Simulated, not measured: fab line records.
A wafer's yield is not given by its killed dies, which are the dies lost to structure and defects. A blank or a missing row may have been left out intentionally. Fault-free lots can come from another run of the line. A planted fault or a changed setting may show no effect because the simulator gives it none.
Matching of chambers || flow sky130 || SKY_VIA3_ETCH_14 on rie-diel-01: 4 sister chambers
The step etches BARC in N2/H2, stops on SiO2, time 45.9 s, target depth 60 nm. 8 wafers are shown with their chamber, then 7 later ones without.

WAFERS, EACH WITH ITS CHAMBER
{"wafer": "L981.5", "chamber": 3, "drypump-motor-current-A (A)": 5.4, "run-length-s (s)": 73.9}
{"wafer": "L994.3", "chamber": 1, "drypump-motor-current-A (A)": 6.2, "run-length-s (s)": 74.6}
{"wafer": "L994.5", "chamber": 2, "drypump-motor-current-A (A)": 5.3, "run-length-s (s)": 74.2}
{"wafer": "L995.2", "chamber": 3, "drypump-motor-current-A (A)": 5.5, "run-length-s (s)": 73.8}
{"wafer": "L995.3", "chamber": 0, "drypump-motor-current-A (A)": 5.5, "run-length-s (s)": 74.8}
{"wafer": "L995.4", "chamber": 1, "drypump-motor-current-A (A)": 6.2, "run-length-s (s)": 74.5}
{"wafer": "L996.1", "chamber": 2, "drypump-motor-current-A (A)": 5.3, "run-length-s (s)": 74.4}
{"wafer": "L996.5", "chamber": 0, "drypump-motor-current-A (A)": 5.6, "run-length-s (s)": 75.0}

WAFERS WITH NO CHAMBER GIVEN
{"wafer": "L996.6", "drypump-motor-current-A (A)": 6.2, "run-length-s (s)": 74.8}
{"wafer": "L999.1", "drypump-motor-current-A (A)": 5.4, "run-length-s (s)": 73.7}
{"wafer": "L999.5", "drypump-motor-current-A (A)": 5.5, "run-length-s (s)": 75.0}
{"wafer": "L999.6", "drypump-motor-current-A (A)": 6.2, "run-length-s (s)": 74.7}
{"wafer": "L101.1", "drypump-motor-current-A (A)": 5.3, "run-length-s (s)": 74.6}
{"wafer": "L101.2", "drypump-motor-current-A (A)": 5.4, "run-length-s (s)": 73.5}
{"wafer": "L101.3", "drypump-motor-current-A (A)": 6.2, "run-length-s (s)": 74.8}

EACH ONE'S CHAMBER
{"wafer": "L996.6", "from the rows above": 1, "in truth": 1}
{"wafer": "L999.1", "from the rows above": 3, "in truth": 3}
{"wafer": "L999.5", "from the rows above": 0, "in truth": 0}
{"wafer": "L999.6", "from the rows above": 1, "in truth": 1}
{"wafer": "L101.1", "from the rows above": 2, "in truth": 2}
{"wafer": "L101.2", "from the rows above": 3, "in truth": 3}
{"wafer": "L101.3", "from the rows above": 1, "in truth": 1}
Correct placement for 7 of the 7. Number that these rows cannot place: 0. Number placed wrongly: 0.
How it was worked out, from the rows above alone: a wafer's distance from a chamber is the root of the sum, over the readings, of the square of ((its reading less the chamber's mean) divided by the reading's scatter). If the next closest chamber is less than 2 further off than the closest, the wafer can't be placed; otherwise it belongs to the closest. The mean given for a chamber averages the wafers shown for that chamber. The scatter is the square root of a quotient: the sum, over the shown wafers, of each reading's squared deviation from its chamber's mean, divided by wafers minus chambers.
